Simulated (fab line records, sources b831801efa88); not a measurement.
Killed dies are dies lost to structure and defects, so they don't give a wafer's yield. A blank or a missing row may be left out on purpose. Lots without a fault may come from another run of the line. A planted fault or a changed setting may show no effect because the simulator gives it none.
Which tool did it? | flow gf180mcu | 13 lots, 38 wafers sampled, at 5 steps of a route of 602

WHAT THE GAUGES READ, wafer by wafer
GF_VT_IMPLANT_TW_MEAS_10.
lot  | measured     | on            | VT_IMPLANT_TW
L367 | day 5 16:38  | film_metro-02 | 557 558 557
L368 | day 5 20:11  | film_metro-04 | 565 566 566
L370 | day 6 14:29  | film_metro-04 | 566 569 567
L371 | day 6 17:35  | film_metro-04 | 567 572 568
L372 | day 7 04:50  | film_metro-02 | 563 564 564
L373 | day 7 05:08  | film_metro-02 | 558 559 559
L374 | day 7 16:02  | film_metro-04 | 568 569 569
L375 | day 7 16:31  | film_metro-02 | 562 562 561
L376 | day 7 20:49  | film_metro-02 | 566 561 561
L377 | day 8 10:14  | film_metro-03 | 567 566 564
L378 | day 8 11:32  | film_metro-04 | 569 569 567
L386 | day 10 11:30 | film_metro-02 | 561 564
L390 | day 11 13:34 | film_metro-03 | 563 567 568

GF_VT_IMPLANT_OVL_MEAS_18.
lot  | measured     | on         | VT_IMPLANT_01_OVL (nm)
L367 | day 6 07:24  | overlay-02 | 0.1 -1.6 -1.0
L368 | day 6 11:15  | overlay-01 | -1.3 0.5 -1.5
L370 | day 7 05:11  | overlay-01 | 0.3 0.2 2.5
L371 | day 7 09:01  | overlay-01 | 0.9 0.4 0.1
L372 | day 7 20:42  | overlay-01 | 0.5 0.9 -0.2
L373 | day 7 21:00  | overlay-01 | -0.2 1.5 0.1
L374 | day 8 07:50  | overlay-01 | -3.0 -3.1 -0.6
L375 | day 8 08:04  | overlay-02 | -0.6 0.2 1.7
L376 | day 8 12:25  | overlay-01 | -0.7 -0.2 -1.2
L377 | day 9 02:41  | overlay-01 | -2.1 0.2 -0.2
L378 | day 9 03:31  | overlay-02 | -1.6 0.0 0.9
L386 | day 11 05:05 | overlay-01 | -1.1 -0.3
L390 | day 12 07:53 | overlay-01 | -1.1 -0.8 1.8

GF_VT_IMPLANT_TW_MEAS_43.
lot  | measured     | on            | VT_IMPLANT_4_TW
L367 | day 7 14:47  | film_metro-03 | 688 694 692
L368 | day 7 19:24  | film_metro-04 | 696 695 694
L370 | day 8 14:26  | film_metro-04 | 695 695 695
L371 | day 8 17:53  | film_metro-04 | 698 698 698
L372 | day 9 05:46  | film_metro-04 | 693 692 693
L373 | day 9 06:40  | film_metro-02 | 685 684 681
L374 | day 9 17:40  | film_metro-04 | 692 692 692
L375 | day 9 17:52  | film_metro-03 | 691 697 694
L376 | day 9 22:39  | film_metro-04 | 692 694 693
L377 | day 10 14:06 | film_metro-04 | 692 687 691
L378 | day 10 16:02 | film_metro-02 | 686 688 688
L386 | day 12 19:32 | film_metro-03 | 711 711
L390 | day 13 23:26 | film_metro-02 | 683 685 679

WHICH TOOL RAN EACH LOT (tool, then ch and the chambers of the sampled wafers, then the start)
lot  | GF_MVPSD_STRIP_10                    | GF_VT_IMPLANT_IMPLANT_41
L367 | plasma_asher-02 ch 0,1, day 5 02:32  | implanter-01 ch 0, day 7 14:33
L368 | plasma_asher-01 ch 0,1, day 5 06:08  | implanter-03 ch 0, day 7 19:10
L370 | plasma_asher-02 ch 1, day 5 23:02    | implanter-03 ch 0, day 8 14:11
L371 | plasma_asher-04 ch 0,1, day 6 02:11  | implanter-01 ch 0, day 8 17:39
L372 | plasma_asher-02 ch 0,1, day 6 13:26  | implanter-03 ch 0, day 9 05:31
L373 | plasma_asher-04 ch 0,1, day 6 13:47  | implanter-01 ch 0, day 9 06:25
L374 | plasma_asher-04 ch 0,1, day 7 00:20  | implanter-02 ch 0, day 9 17:25
L375 | plasma_asher-02 ch 0,1, day 7 00:28  | implanter-01 ch 0, day 9 17:39
L376 | plasma_asher-01 ch 0,1, day 7 04:40  | implanter-03 ch 0, day 9 22:27
L377 | plasma_asher-01 ch 0,1, day 7 17:47  | implanter-02 ch 0, day 10 13:52
L378 | plasma_asher-02 ch 0,1, day 7 19:08  | implanter-03 ch 0, day 10 15:48
L386 | plasma_asher-01 ch 1, day 9 17:14    | implanter-03 ch 0, day 12 19:18
L390 | plasma_asher-01 ch 0,1, day 10 19:08 | implanter-01 ch 0, day 13 23:11
- GF_MVPSD_STRIP_10: strips in O2/N2.
- GF_VT_IMPLANT_IMPLANT_41

WHAT THE TOOLS THEMSELVES READ (means of the sampled wafers that have a number; where no wafer has one, the mark that the record gives instead)
GF_MVPSD_STRIP_10.
lot  | tool            | drypump_motor_current_A (A) | heater_power_w (W) | n2_flow_sccm (sccm) | oes_product_au (a.u.) | strip_time_to_endpoint_s (s)
L367 | plasma_asher-02 | 5.9                         | 319                | 300.6               | 0.721                 | 37.08
L368 | plasma_asher-01 | 5.5                         | 366                | 299.7               | 0.721                 | 36.89
L370 | plasma_asher-02 | 4.9                         | 302                | 298.5               | 0.726                 | 36.92
L371 | plasma_asher-04 | 5.9                         | 345                | 300.5               | 0.722                 | 36.80
L372 | plasma_asher-02 | 5.4                         | 310                | 299.9               | 0.719                 | 36.94
L373 | plasma_asher-04 | 5.9                         | 349                | 299.2               | 0.717                 | 36.89
L374 | plasma_asher-04 | 5.4                         | 358                | 300.1               | 0.721                 | 36.91
L375 | plasma_asher-02 | 5.4                         | 310                | 299.4               | 0.723                 | 36.98
L376 | plasma_asher-01 | 5.5                         | 369                | 300.2               | 0.722                 | 36.87
L377 | plasma_asher-01 | 5.4                         | 342                | 300.8               | 0.715                 | 36.84
L378 | plasma_asher-02 | 5.8                         | 323                | 299.8               | 0.721                 | 36.73
L386 | plasma_asher-01 | 5.7                         | 390                | 301.5               | 0.726                 | 37.02
L390 | plasma_asher-01 | 5.4                         | 342                | 299.6               | 0.722                 | 37.08

GF_VT_IMPLANT_IMPLANT_41.
lot  | tool         | beam_on_s (s) | faraday_current_uA
L367 | implanter-01 | 10.14         | 5.62
L368 | implanter-03 | 9.91          | 5.76
L370 | implanter-03 | 9.72          | 5.87
L371 | implanter-01 | 9.99          | 5.71
L372 | implanter-03 | 10.05         | 5.68
L373 | implanter-01 | 9.99          | 5.72
L374 | implanter-02 | 9.90          | 5.76
L375 | implanter-01 | 9.98          | 5.72
L376 | implanter-03 | 9.90          | 5.78
L377 | implanter-02 | 10.00         | 5.72
L378 | implanter-03 | 9.99          | 5.72
L386 | implanter-03 | 11.16         | 5.12
L390 | implanter-01 | 9.96          | 5.75

THE ANSWER, worked out from the rows above alone
Rule: what is usual is taken from the lots themselves. Put in order of their means at a reading, lots are off if they are a third of the lots or fewer, leave a main group of 4 or more, and stand apart from it by a gap of 3 or more times the standard deviation of the main group's means; of several such gaps the widest counts. A main group whose means are all the same, to the digits that the tables above print for the reading, isn't used. A lot without any number at a reading at which 4 lots or more have one is off too. The other lots that the step has rows for count as sound. The gauges are gone through in route order, then the tools' own readings, and for those a lot's mean is taken as printed above. The first step at which some lot is off is used, and at that step the reading that is off furthest; a lot without a number counts as furthest.
Off: L386, at GF_VT_IMPLANT_IMPLANT_41 (beam_on_s). The main group: mean 9.96 s, standard deviation 0.097.
A tool fits if, at that step or a process step before it, it ran every lot that is off, and no sound lot after the first of them. One fits: implanter-03 at GF_VT_IMPLANT_IMPLANT_41. Its last sound lot is L378 (day 10 15:48), its first lot that is off L386 (day 12 19:18): a fault that began between those two fits.
The tool's own readings at GF_VT_IMPLANT_IMPLANT_41 bear it out: on the lots that are off they differ by more than 5 times the standard deviation of the sound lots' means. beam_on_s reads 11.16 s there against 9.96 s on the sound lots; faraday_current_uA reads 5.12 there against 5.73 on the sound lots.

WHAT THE SIMULATOR HAD PUT IN
Process parameter drift: implanter-03, from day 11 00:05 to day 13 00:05, at GF_VT_IMPLANT_IMPLANT_41. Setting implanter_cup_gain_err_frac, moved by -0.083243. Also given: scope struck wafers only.
Lots struck among those shown: L386. The rule above found the same.
